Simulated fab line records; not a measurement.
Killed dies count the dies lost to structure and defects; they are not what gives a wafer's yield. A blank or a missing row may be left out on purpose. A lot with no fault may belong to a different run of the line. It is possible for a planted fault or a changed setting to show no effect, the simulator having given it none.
fab line records + flow sfq-line
record
- lots=6
- wafers=18
- last-day=83
route steps=325 shown M3@125 I3@133
lots that met no fault: taken from a fault-free run of the same line
start-h: the number of hours between the record's first day and the start of the first shown wafer of the lot + wait-h: hours from the lot's prior step to this one + " unchanged from the row above + L1.1+2: a single row standing in for several wafers + - either no value or no given start + * or withheld: withheld + < > ~ a bound
route shown NAME@n: NAME is a module with steps in the file, n the number in the route of the first one + usual: mean/standard deviation of fault-free wafers + same: alike in all rows + chamber/n: place in a boat + sites: per-site readings + _std_site: the values' standard deviation + _edge_site: inner sites' mean taken away from outer sites' mean + radius-mm: for every site, how far away it sits from the centre of the wafer + mask NAME#n: copy n + behind: the tool/chamber that last shaped the wafer + hold: the reason the lot was held/the length of the hold in hours/how it ended + device: the transistor (n, p or np) that didn't switch + end of line: the route-end tests of the same wafers + a step without rows: its recipe alone + killed: dies that structure and defects cost at the first sort, which is not the same as the wafer's yield + map: the dies of a wafer, with x for killed, . for not killed, _ for no die there
set.NAME: the setting as run; set.NAME@STEP: as run at that earlier step + model.NAME: the simulator's own value behind a step, which no gauge read
certain route steps with their lots: each step a table, each wafer a row
services: when a tool's chamber went out of use (start-h, in hours from the record's first day, below 0 if earlier), for how many hours, and the reason
## steps
# step SFQ_TRILAYER_M3_LITHO_EXPOSE_076
# recipe
- mask-id=M3
- na=0.6
- source-shape=conventional
- sigma-outer=0.65
- target-cd-nm=500
- dose-mj=14.4
# step SFQ_TRILAYER_M3_LITHO_PEB_078
# recipe
- peb-temp-c=115
- peb-time-s=60
- resist=KrF
# step SFQ_TRILAYER_M3_LITHO_DEVELOP_077
# recipe
- time-s=60
- resist=KrF
# step SFQ_M3_OVL_MEAS_921
# usual
- M3_OVL=-1/4.8
| lot.wafer | tool       | chamber | start-h | wait-h | M3_OVL[nm] |
|-----------|------------|---------|---------|--------|------------|
| L317.1    | overlay-01 | -       | 665.67  | 0.1    | -2         |
| L317.3    | "          | -       | "       | "      | -5         |
| L317.4    | "          | -       | "       | "      | -4         |
| L322.2    | overlay-01 | -       | 766.36  | 0.1    | -2         |
| L322.4    | "          | -       | "       | "      | 5          |
| L322.5    | "          | -       | "       | "      | -2         |
| L323.2    | overlay-01 | -       | 772.82  | 0.1    | 3          |
| L323.3    | "          | -       | "       | "      | -8         |
| L323.4    | "          | -       | "       | "      | -1         |
| L330.4    | overlay-01 | -       | 834.39  | 0.1    | 6          |
| L330.5    | "          | -       | "       | "      | -1         |
| L330.6    | "          | -       | "       | "      | 3          |
| L331.1    | overlay-01 | -       | 841.70  | 0.1    | 3          |
| L331.2    | "          | -       | "       | "      | -4         |
| L331.5    | "          | -       | "       | "      | 6          |
| L339.1    | overlay-01 | -       | 889.82  | 0.1    | 9          |
| L339.2    | "          | -       | "       | "      | 7          |
| L339.3    | "          | -       | "       | "      | 2          |
# step SFQ_TRILAYER_M3_BARC_OPEN_METAL_ETCH_100
# recipe
- mask-material=PR
- chemistry=O2
- target-depth-nm=125
- target=BARC
- icp-w=600
- bias-w=80
- pressure-mtorr=10
- time-s=41.7
# usual
- drypump-motor-current-A=5.7/0.5
- oes-product-au=0.685/0.0043
| lot.wafer | tool         | chamber | start-h | wait-h | drypump-motor-current-A | oes-product-au | rf-hours-counter-h |
|-----------|--------------|---------|---------|--------|-------------------------|----------------|--------------------|
| L317.1    | rie-metal-01 | 1       | 665.71  | 0.0    | 5.6                     | 0.686          | 90                 |
| L317.3    | "            | 0       | "       | "      | 5.3                     | 0.679          | -                  |
| L317.4    | "            | 1       | "       | "      | 5.7                     | 0.686          | -                  |
| L322.2    | rie-metal-03 | 0       | 766.39  | 0.0    | 5.9                     | 0.686          | 95                 |
| L322.4    | "            | 0       | "       | "      | 6.0                     | 0.687          | -                  |
| L322.5    | "            | 0       | "       | "      | 5.9                     | 0.681          | -                  |
| L323.2    | rie-metal-02 | 0       | 772.85  | 0.0    | 6.6                     | 0.687          | 26                 |
| L323.3    | "            | 1       | "       | "      | 5.9                     | 0.679          | -                  |
| L323.4    | "            | 0       | "       | "      | 6.6                     | 0.682          | -                  |
| L330.4    | rie-metal-01 | 0       | 834.43  | 0.0    | 5.3                     | 0.679          | -                  |
| L330.5    | "            | 0       | "       | "      | 5.3                     | 0.687          | -                  |
| L330.6    | "            | 1       | "       | "      | 5.7                     | 0.682          | -                  |
| L331.1    | rie-metal-01 | 0       | 841.73  | 0.0    | 5.3                     | 0.688          | 144                |
| L331.2    | "            | 1       | "       | "      | 5.7                     | 0.685          | 117                |
| L331.5    | "            | 1       | "       | "      | 5.7                     | 0.684          | -                  |
| L339.1    | rie-metal-01 | 1       | 889.86  | 0.0    | 5.6                     | 0.686          | 124                |
| L339.2    | "            | 0       | "       | "      | 5.3                     | 0.677          | 151                |
| L339.3    | "            | 0       | "       | "      | 5.3                     | 0.683          | -                  |
# step SFQ_TRILAYER_M3_ETCH_METAL_ETCH_078
# recipe
- target=Nb
- stop-on=SiO2
- mask-material=PR
- chemistry=Cl2/Ar
- target-depth-nm=240
- icp-w=600
- bias-w=80
- pressure-mtorr=10
- time-s=120
# step SFQ_TRILAYER_M3_STRIP_STRIP_079
# recipe
- gas=O2
- power-w=200
- platen-temp-c=40
- overash-fraction=0.65
- chemistry=O2
- pressure-mtorr=50
# usual
- drypump-motor-current-A=5.7/0.5
- oes-product-au=0.997/0.008
- platen-temp-c=40.01/0.11
| lot.wafer | tool         | chamber | start-h | wait-h | drypump-motor-current-A | oes-product-au | platen-temp-c | rf-hours-counter-h |
|-----------|--------------|---------|---------|--------|-------------------------|----------------|---------------|--------------------|
| L317.1    | rie-metal-01 | 1       | 665.89  | 0.1    | 5.7                     | 1.007          | 40.19         | 90                 |
| L317.3    | "            | 0       | "       | "      | 5.3                     | 1.002          | 39.87         | -                  |
| L317.4    | "            | 1       | "       | "      | 5.7                     | 0.999          | 39.92         | -                  |
| L322.2    | rie-metal-03 | 0       | 766.58  | 0.1    | 5.9                     | 1.013          | 40.03         | 95                 |
| L322.4    | "            | 0       | "       | "      | 6.0                     | 1.015          | 40.29         | -                  |
| L322.5    | "            | 0       | "       | "      | 6.0                     | 1.004          | 40.12         | -                  |
| L323.2    | rie-metal-02 | 0       | 773.04  | 0.1    | 6.7                     | 0.992          | 40.09         | 26                 |
| L323.3    | "            | 1       | "       | "      | 6.0                     | 0.988          | 40.15         | -                  |
| L323.4    | "            | 0       | "       | "      | 6.6                     | 0.996          | 40.08         | -                  |
| L330.4    | rie-metal-01 | 0       | 834.79  | 0.2    | 5.4                     | 1.005          | 39.91         | -                  |
| L330.5    | "            | 0       | "       | "      | 5.3                     | 0.999          | 39.97         | -                  |
| L330.6    | "            | 1       | "       | "      | 5.7                     | 0.995          | 40.02         | -                  |
| L331.1    | rie-metal-01 | 0       | 841.92  | 0.1    | 5.3                     | 1.010          | 39.98         | 144                |
| L331.2    | "            | 1       | "       | "      | 5.6                     | 1.002          | 39.96         | 117                |
| L331.5    | "            | 1       | "       | "      | 5.6                     | 1.004          | 39.78         | -                  |
| L339.1    | rie-metal-01 | 1       | 890.04  | 0.1    | 5.7                     | 1.004          | 40.19         | 124                |
| L339.2    | "            | 0       | "       | "      | 5.3                     | 0.994          | 40.09         | 151                |
| L339.3    | "            | 0       | "       | "      | 5.3                     | 0.987          | 39.99         | -                  |
# step SFQ_TRILAYER_M3_STRIP_SOLV_CLEAN_080
# recipe
- chemistry=NMP
- temp-c=70
- time-s=600
# step SFQ_TRILAYER_I3_DEP_PECVD_081
# recipe
- material=SiO2
- temp-c=150
- time-s=111.11
- pressure-torr=2.4
- rf-w=183.3
- precursor=SiH4/N2O
- target-thk-nm=500
# usual
- heater-power-outer-w=29/8.9
- heater-power-w=79/16
- throttle-valve-pct=24.5/1.3
| lot.wafer | tool     | chamber | start-h | wait-h | heater-power-outer-w | heater-power-w | throttle-valve-pct |
|-----------|----------|---------|---------|--------|----------------------|----------------|--------------------|
| L317.1    | pecvd-02 | 0       | 666.67  | 0.0    | 22                   | 77             | 23.5               |
| L317.3    | "        | 2       | "       | "      | 38                   | 90             | 24.7               |
| L317.4    | "        | 2       | "       | "      | 27                   | 72             | 24.5               |
| L322.2    | pecvd-03 | 0       | 767.35  | 0.0    | 45                   | 106            | 26.7               |
| L322.4    | "        | 2       | "       | "      | 29                   | 88             | 26.0               |
| L322.5    | "        | 1       | "       | "      | 28                   | 76             | 25.5               |
| L323.2    | pecvd-03 | 1       | 773.81  | 0.0    | 29                   | 80             | 25.5               |
| L323.3    | "        | 0       | "       | "      | 47                   | 108            | 26.5               |
| L323.4    | "        | 1       | "       | "      | 19                   | 63             | 25.4               |
| L330.4    | pecvd-01 | 1       | 835.41  | 0.0    | 38                   | 84             | 22.6               |
| L330.5    | "        | 2       | "       | "      | 14                   | 53             | 24.7               |
| L330.6    | "        | 0       | "       | "      | 38                   | 110            | 23.9               |
| L331.1    | pecvd-03 | 1       | 842.69  | 0.0    | 24                   | 72             | 25.9               |
| L331.2    | "        | 0       | "       | "      | 46                   | 105            | 26.7               |
| L331.5    | "        | 0       | "       | "      | 47                   | 109            | 26.4               |
| L339.1    | pecvd-01 | 0       | 890.85  | 0.0    | 41                   | 115            | 23.9               |
| L339.2    | "        | 1       | "       | "      | 38                   | 85             | 23.0               |
| L339.3    | "        | 2       | "       | "      | 20                   | 62             | 24.7               |
# step SFQ_TRILAYER_I3_CMP_CMP_082
# recipe
- material=SiO2
- down-force-psi=3
- platen-rpm=60
- pad-velocity-m-s=0.94248
# usual
- motor-current-A=10.6/0.55
- time-to-endpoint-s=216/6.5
| lot.wafer | tool   | chamber | start-h | wait-h | motor-current-A | time-to-endpoint-s |
|-----------|--------|---------|---------|--------|-----------------|--------------------|
| L317.1    | cmp-01 | 2       | 669.18  | 2.5    | 10.7            | 217                |
| L317.3    | "      | 3       | "       | "      | 10.5            | 216                |
| L317.4    | "      | 0       | "       | "      | 10.8            | 222                |
| L322.4    | cmp-02 | 2       | 783.11  | 15.7   | 10.9            | 226                |
| L322.2    | "      | 0       | 784.11  | 16.7   | 10.2            | 211                |
| L322.5    | "      | 2       | 785.11  | 17.7   | 11.1            | 221                |
| L323.4    | cmp-02 | 1       | 789.11  | 15.2   | 10.3            | 226                |
| L323.3    | "      | 3       | 790.11  | 16.3   | 10.9            | 216                |
| L323.2    | "      | 0       | "       | "      | 9.9             | 221                |
| L330.4    | cmp-01 | 2       | 841.71  | 6.3    | 10.8            | 210                |
| L330.6    | "      | 3       | "       | "      | 10.7            | 217                |
| L330.5    | "      | 0       | "       | "      | 10.3            | 213                |
| L331.2    | cmp-01 | 2       | 849.21  | 6.5    | 10.3            | 206                |
| L331.1    | "      | 3       | "       | "      | 10.6            | 202                |
| L331.5    | "      | 2       | 851.21  | 8.4    | 10.1            | 219                |
| L339.1    | cmp-02 | 3       | 903.60  | 12.7   | 10.7            | 208                |
| L339.3    | "      | 1       | 904.60  | 13.7   | 10.0            | 220                |
| L339.2    | "      | 2       | "       | "      | 12.1            | 213                |
# step SFQ_I3_BOW_MEAS_922
# recipe
- mode=bow
# usual
- I3_BOW=2/8.3
| lot.wafer | tool          | chamber | start-h | wait-h | I3_BOW[um] |
|-----------|---------------|---------|---------|--------|------------|
| L317.1    | film-metro-04 | -       | 672.18  | 2.5    | -5         |
| L317.3    | "             | -       | "       | "      | -1         |
| L317.4    | "             | -       | "       | "      | -6         |
| L322.2    | film-metro-01 | -       | 786.13  | 1.5    | 2          |
| L322.4    | "             | -       | "       | "      | 9          |
| L322.5    | "             | -       | "       | "      | 14         |
| L323.2    | film-metro-04 | -       | 792.13  | 1.0    | 0          |
| L323.3    | "             | -       | "       | "      | -8         |
| L323.4    | "             | -       | "       | "      | -15        |
| L330.4    | film-metro-01 | -       | 843.27  | 1.1    | 5          |
| L330.5    | "             | -       | "       | "      | 1          |
| L330.6    | "             | -       | "       | "      | 3          |
| L331.1    | film-metro-01 | -       | 852.21  | 2.0    | 13         |
| L331.2    | "             | -       | "       | "      | 0          |
| L331.5    | "             | -       | "       | "      | 1          |
| L339.1    | film-metro-01 | -       | 906.60  | 2.5    | 1          |
| L339.2    | "             | -       | "       | "      | 8          |
| L339.3    | "             | -       | "       | "      | 5          |
# step SFQ_TRILAYER_I3_METRO_MEASURE_083
# step SFQ_TRILAYER_I3_VIA_LITHO_COAT_090
# recipe
- resist=BARC
- spin-rpm=3000
- resist-thk-nm=62
# usual
- dispense-pressure-kPa=46.5/0.45
- resist-line-temp-C=23.01/0.1
- spin-speed-rpm=3000.0/1.9
| lot.wafer | tool           | chamber | start-h | wait-h | dispense-pressure-kPa | resist-line-temp-C | spin-speed-rpm | model.BARC_of_TRILAYER_I3_VIA_LITHO_COAT_090.thk-nm |
|-----------|----------------|---------|---------|--------|-----------------------|--------------------|----------------|-----------------------------------------------------|
| L317.1    | litho-track-03 | 0       | 673.50  | 1.0    | 46.7                  | 23.04              | 3001.5         | 61.97                                               |
| L317.3    | "              | 0       | "       | "      | 46.6                  | 23.01              | 3001.6         | 62.28                                               |
| L317.4    | "              | 0       | "       | "      | 46.6                  | 22.85              | 3004.0         | 62.11                                               |
| L322.2    | litho-track-02 | 0       | 787.48  | 0.8    | 47.4                  | 23.07              | 2998.1         | 62.12                                               |
| L322.4    | "              | 0       | "       | "      | 47.4                  | 23.02              | 2998.0         | 61.85                                               |
| L322.5    | "              | 0       | "       | "      | 47.3                  | 23.01              | 2999.6         | 61.97                                               |
| L323.2    | litho-track-04 | 0       | 793.48  | 0.8    | 46.2                  | 23.14              | 3002.1         | 62.01                                               |
| L323.3    | "              | 0       | "       | "      | 46.2                  | 23.14              | 2999.6         | 62.05                                               |
| L323.4    | "              | 0       | "       | "      | 46.2                  | 23.10              | 3000.9         | 62.04                                               |
| L330.4    | litho-track-03 | 0       | 844.68  | 0.6    | 46.6                  | 23.04              | 3001.1         | 62.17                                               |
| L330.5    | "              | 0       | "       | "      | 46.6                  | 22.97              | 2999.3         | 62.08                                               |
| L330.6    | "              | 0       | "       | "      | 46.6                  | 22.88              | 3000.8         | 68.63                                               |
| L331.1    | litho-track-03 | 0       | 853.53  | 1.0    | 46.7                  | 23.00              | 2999.7         | 68.44                                               |
| L331.2    | "              | 0       | "       | "      | 46.6                  | 23.00              | 3003.0         | 62.03                                               |
| L331.5    | "              | 0       | "       | "      | 46.6                  | 23.11              | 3000.1         | 62.01                                               |
| L339.1    | litho-track-02 | 0       | 907.92  | 1.0    | 47.3                  | 23.02              | 2997.1         | 62.05                                               |
| L339.2    | "              | 0       | "       | "      | 47.3                  | 23.00              | 2999.8         | 61.83                                               |
| L339.3    | "              | 0       | "       | "      | 47.3                  | 22.92              | 3001.1         | 61.83                                               |
# step SFQ_TRILAYER_I3_VIA_LITHO_COAT_085
# recipe
- resist=KrF
- spin-rpm=3000
- resist-thk-nm=650
# step SFQ_TRILAYER_I3_VIA_LITHO_SOFTBAKE_089
# recipe
- temp-c=withheld
- time-s=withheld
- resist=KrF
# step SFQ_TRILAYER_I3_VIA_LITHO_EXPOSE_086
# recipe
- mask-id=I3
- na=0.6
- source-shape=conventional
- sigma-outer=0.65
- target-cd-nm=500
- dose-mj=21.3
# step SFQ_TRILAYER_I3_VIA_LITHO_PEB_088
# recipe
- peb-temp-c=115
- peb-time-s=60
- resist=KrF
# step SFQ_TRILAYER_I3_VIA_LITHO_DEVELOP_087
# recipe
- time-s=60
- resist=KrF
# step SFQ_I3_OVL_MEAS_923
# usual
- I3_OVL=0/5.7
| lot.wafer | tool       | chamber | start-h | wait-h | I3_OVL[nm] |
|-----------|------------|---------|---------|--------|------------|
| L317.1    | overlay-02 | -       | 817.57  | 0.1    | -3         |
| L317.3    | "          | -       | "       | "      | -3         |
| L317.4    | "          | -       | "       | "      | -4         |
| L322.2    | overlay-02 | -       | 919.74  | 0.1    | 8          |
| L322.4    | "          | -       | "       | "      | 10         |
| L322.5    | "          | -       | "       | "      | 1          |
| L323.2    | overlay-01 | -       | 928.14  | 0.1    | 3          |
| L323.3    | "          | -       | "       | "      | 8          |
| L323.4    | "          | -       | "       | "      | 2          |
| L330.4    | overlay-02 | -       | 982.73  | 0.1    | 6          |
| L330.5    | "          | -       | "       | "      | 4          |
| L330.6    | "          | -       | "       | "      | 12         |
| L331.1    | overlay-01 | -       | 990.91  | 0.1    | 4          |
| L331.2    | "          | -       | "       | "      | 1          |
| L331.5    | "          | -       | "       | "      | 3          |
| L339.1    | overlay-02 | -       | 1049.84 | 0.1    | -3         |
| L339.2    | "          | -       | "       | "      | 1          |
| L339.3    | "          | -       | "       | "      | -3         |
# step SFQ_TRILAYER_I3_VIA_BARC_OPEN_VIA_ETCH_121
# recipe
- mask-material=PR
- chemistry=O2
- target-depth-nm=125
- target=BARC
- source-w=500
- bias-w=80
- pressure-mtorr=30
- time-s=41.7
# usual
- drypump-motor-current-A=5.6/0.43
- oes-product-au=0.685/0.0048
| lot.wafer | tool        | chamber | start-h | wait-h | drypump-motor-current-A | oes-product-au | rf-hours-counter-h | model.etch.depth-nm |
|-----------|-------------|---------|---------|--------|-------------------------|----------------|--------------------|---------------------|
| L317.1    | rie-diel-01 | 1       | 817.61  | 0.0    | 5.8                     | 0.681          | 13                 | 61.97               |
| L317.3    | "           | 0       | "       | "      | 5.8                     | 0.685          | 16                 | 62.28               |
| L317.4    | "           | 2       | "       | "      | 5.7                     | 0.679          | 38                 | 62.11               |
| L322.2    | rie-diel-02 | 0       | 919.77  | 0.0    | 6.3                     | 0.688          | 20                 | 62.12               |
| L322.4    | "           | 3       | "       | "      | 5.3                     | 0.685          | 18                 | 61.85               |
| L322.5    | "           | 0       | "       | "      | 6.4                     | 0.688          | -                  | 61.97               |
| L323.2    | rie-diel-02 | 1       | 928.17  | 0.0    | 5.1                     | 0.682          | 7                  | 62.01               |
| L323.3    | "           | 2       | "       | "      | 5.6                     | 0.689          | 14                 | 62.05               |
| L323.4    | "           | 0       | "       | "      | 6.4                     | 0.686          | 21                 | 62.04               |
| L330.4    | rie-diel-04 | 1       | 982.75  | 0.0    | 4.8                     | 0.689          | 14                 | 62.17               |
| L330.5    | "           | 0       | "       | "      | 6.1                     | 0.683          | -                  | 62.08               |
| L330.6    | "           | 3       | "       | "      | 5.6                     | 0.724          | -                  | 68.63               |
| L331.1    | rie-diel-01 | 2       | 990.95  | 0.0    | 5.7                     | 0.712          | 2                  | 68.44               |
| L331.2    | "           | 3       | "       | "      | 5.2                     | 0.687          | 6                  | 62.03               |
| L331.5    | "           | 2       | "       | "      | 5.7                     | 0.679          | -                  | 62.01               |
| L339.1    | rie-diel-02 | 2       | 1049.87 | 0.0    | 5.6                     | 0.687          | 17                 | 62.05               |
| L339.2    | "           | 3       | "       | "      | 5.3                     | 0.675          | 21                 | 61.83               |
| L339.3    | "           | 1       | "       | "      | 5.1                     | 0.695          | 10                 | 61.83               |
# step SFQ_TRILAYER_I3_VIA_ETCH_VIA_ETCH_088
# recipe
- target=SiO2
- stop-on=Nb
- mask-material=PR
- taper-deg=20
- chemistry=CHF3
- target-depth-nm=260
- source-w=500
- bias-w=80
- pressure-mtorr=30
- time-s=withheld
# usual
- drypump-motor-current-A=5.6/0.43
- oes-product-au=0.855/0.0054
| lot.wafer | tool        | chamber | start-h | wait-h | drypump-motor-current-A | oes-product-au |
|-----------|-------------|---------|---------|--------|-------------------------|----------------|
| L317.1    | rie-diel-01 | 1       | 817.65  | 0.0    | 5.8                     | 0.857          |
| L317.3    | "           | 0       | "       | "      | 5.9                     | 0.856          |
| L317.4    | "           | 2       | "       | "      | 5.7                     | 0.850          |
| L322.2    | rie-diel-02 | 0       | 919.81  | 0.0    | 6.3                     | 0.855          |
| L322.4    | "           | 3       | "       | "      | 5.3                     | 0.858          |
| L322.5    | "           | 0       | "       | "      | 6.3                     | 0.853          |
| L323.2    | rie-diel-02 | 1       | 928.21  | 0.0    | 5.0                     | 0.861          |
| L323.3    | "           | 2       | "       | "      | 5.6                     | 0.841          |
| L323.4    | "           | 0       | "       | "      | 6.3                     | 0.853          |
| L330.4    | rie-diel-04 | 1       | 982.79  | 0.0    | 4.8                     | 0.856          |
| L330.5    | "           | 0       | "       | "      | 6.1                     | 0.847          |
| L330.6    | "           | 3       | "       | "      | 5.6                     | 0.850          |
| L331.1    | rie-diel-01 | 2       | 990.99  | 0.0    | 5.7                     | 0.857          |
| L331.2    | "           | 3       | "       | "      | 5.1                     | 0.851          |
| L331.5    | "           | 2       | "       | "      | 5.7                     | 0.842          |
| L339.1    | rie-diel-02 | 2       | 1049.91 | 0.0    | 5.6                     | 0.861          |
| L339.2    | "           | 3       | "       | "      | 5.3                     | 0.860          |
| L339.3    | "           | 1       | "       | "      | 5.1                     | 0.856          |
## services
| tool         | chamber | start-h | hours | kind   |
|--------------|---------|---------|-------|--------|
| cmp-02       | -       | 658.46  | 1.6   | repair |
| rie-diel-01  | -       | 693.52  | 0.2   | repair |
| pecvd-03     | 1       | 699.11  | 5.1   | repair |
| rie-diel-02  | 3       | 702.84  | 13.0  | repair |
| rie-diel-01  | 2       | 707.36  | 5.3   | repair |
| pecvd-03     | -       | 739.21  | 1.3   | repair |
| cmp-02       | -       | 749.11  | 4.0   | pm     |
| rie-metal-01 | 1       | 765.12  | 1.9   | repair |
| cmp-01       | -       | 778.79  | 3.0   | repair |
| rie-metal-01 | -       | 782.19  | 1.7   | repair |
| cmp-01       | -       | 796.77  | 3.8   | pm     |
| cmp-01       | -       | 818.40  | 0.8   | repair |
| rie-diel-01  | -       | 827.51  | 14.6  | pm     |
| cmp-02       | -       | 854.14  | 1.5   | repair |
| rie-diel-02  | 0       | 860.31  | 4.4   | repair |
| pecvd-03     | 0       | 878.49  | 5.1   | repair |
| cmp-01       | -       | 915.21  | 4.0   | pm     |
| rie-diel-01  | 3       | 923.86  | 16.6  | repair |
| cmp-02       | -       | 928.47  | 4.5   | pm     |
| pecvd-03     | -       | 933.25  | 14.0  | pm     |
| cmp-02       | -       | 947.83  | 0.9   | repair |
| cmp-02       | -       | 948.15  | 0.5   | repair |
| rie-diel-02  | 3       | 977.38  | 5.6   | repair |
| rie-diel-02  | 2       | 988.02  | 7.2   | repair |
## key
first-sign
- step=SFQ_TRILAYER_I3_VIA_BARC_OPEN_VIA_ETCH_121
- reading=oes-product-au
- direction=up
- sigmas=6.8
- usual=0.685
- struck=0.718
effect none on later readings
model-effect
- step=SFQ_TRILAYER_I3_VIA_LITHO_COAT_090
- value=BARC_of_TRILAYER_I3_VIA_LITHO_COAT_090.thk-nm
- without=62.01
- struck=68.54
model-effect
- step=SFQ_TRILAYER_I3_VIA_BARC_OPEN_VIA_ETCH_121
- value=etch.depth-nm
- without=62.01
- struck=68.54
met-at SFQ_TRILAYER_I3_VIA_LITHO_COAT_090
struck-wafers L330.6,L331.1
onset-between 673.50 844.68
fault
- kind=process-parameter-drift
- tool=litho-track-03
- chamber=-
- onset-h=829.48
- steps=SFQ_TRILAYER_I3_VIA_LITHO_COAT_090
- channel=resist-thk-nm
- offset=6.5211
- shape=step
- end-h=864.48
- scope=struck-wafers-only
- acts-in=these-recipes-only
- stated=62
